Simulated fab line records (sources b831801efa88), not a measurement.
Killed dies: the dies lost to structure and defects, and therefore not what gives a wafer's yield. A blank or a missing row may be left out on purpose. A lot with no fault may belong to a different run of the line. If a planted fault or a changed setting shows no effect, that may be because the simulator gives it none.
A single fault, viewed from 2 desks + flow gf180mcu + each desk has only its own numbers; what lay behind them comes last

== AT THE METROLOGY DESK ==
What the gauges read for every lot (on any tool): the sampled wafers with a number, averaged. A lot is out of limits, marked OUT, if its mean lies more than 4 standard deviations from the usual mean; the brackets give that distance.
Columns: A = MVPSD_OVL at GF_MVPSD_OVL_MEAS_07, usual -1.0 nm; B = VT_IMPLANT_OVL at GF_VT_IMPLANT_OVL_MEAS_07, usual -0.3 nm; C = DUAL_GATE_OVL at GF_DUAL_GATE_OVL_MEAS_11, usual 0.6 nm; D = POLY_GATE_OVL at GF_POLY_GATE_OVL_MEAS_11, usual 0 nm
| lot  | first seen here | A    | B                | C    | D  |
|------|-----------------|------|------------------|------|----|
| L809 | day 4 23:37     | -0.7 | -2.0             | 0.9  | 3  |
| L810 | day 5 08:25     | -2.2 | -1.2             | 0.9  | 0  |
| L811 | day 5 12:29     | -1.9 | -2.2             | 0.0  | 0  |
| L812 | day 5 17:32     | 0.0  | 0.7              | 0.6  | -2 |
| L818 | day 7 04:55     | -1.7 | 0.8              | 0.3  | -4 |
| L819 | day 7 09:55     | -1.7 | -108.3 (-72) OUT | -    | -  |
| L820 | day 7 19:35     | -0.8 | -107.6 (-72) OUT | -    | -  |
| L821 | day 7 23:09     | 0.9  | -106.9 (-71) OUT | -    | -  |
| L822 | day 8 04:04     | -2.4 | -1.5             | 1.2  | 5  |
| L823 | day 8 09:25     | -2.0 | 0.1              | 1.8  | 4  |
| L824 | day 8 17:04     | 0.5  | 0.1              | 0.1  | 7  |
| L830 | day 10 18:40    | -1.7 | -1.7             | 3.5  | 4  |
| L831 | day 10 19:24    | -0.2 | -2.9             | 0.4  | 3  |
| L832 | day 11 08:12    | 0.5  | 0.5              | -1.6 | 3  |
Finding of this desk: L819, L820, L821 out of limits, first seen on L819 at day 8 00:56 (VT_IMPLANT_OVL at GF_VT_IMPLANT_OVL_MEAS_07). Within limits: L809, L810, L811, L812, L818, L822, L823, L824, L830, L831, L832.

== FOR THE TOOL OWNER'S DESK: iline-stepper-01 ==
The tool's own readings at GF_VT_IMPLANT_EXPOSE_04 (exposes mask LVPWELL LV AREA, target cd 600 nm): means of the sampled wafers that have a number, for each lot that ran on this tool. A lot is out of limits, marked OUT, if its mean lies more than 4 standard deviations from the usual mean; the brackets give that distance.
Columns: A = reticle-temp-C at GF_VT_IMPLANT_EXPOSE_04, usual 22.96 C
| lot  | first seen here | A     |
|------|-----------------|-------|
| L811 | day 5 19:50     | 22.96 |
| L812 | day 6 01:04     | 22.92 |
| L818 | day 7 12:26     | 23.00 |
| L819 | day 7 17:38     | 22.95 |
| L820 | day 8 03:22     | 23.02 |
| L821 | day 8 07:13     | 22.97 |
This desk's finding: nothing out of limits on any of the 6 lots.

== BROUGHT TOGETHER ==
Metrology desk: alarm possible at day 8 00:56 on L819, L820, L821.
The desk of the tool owner found nothing out of limits.
The tool owner's desk has L819, L820, L821 on record, within its limits.
GF_VT_IMPLANT_EXPOSE_04 was run on iline-stepper-01 by each of the lots named.

== WHAT HAD BEEN PUT IN BY THE SIMULATOR ==
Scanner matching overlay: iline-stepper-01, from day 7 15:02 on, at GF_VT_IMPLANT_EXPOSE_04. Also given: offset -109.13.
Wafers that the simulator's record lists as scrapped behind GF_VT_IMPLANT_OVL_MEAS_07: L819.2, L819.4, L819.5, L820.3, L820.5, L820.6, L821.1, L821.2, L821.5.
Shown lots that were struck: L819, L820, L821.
Time in hours between the start of the fault and the first out-of-limits reading at each desk: metrology desk, 10.
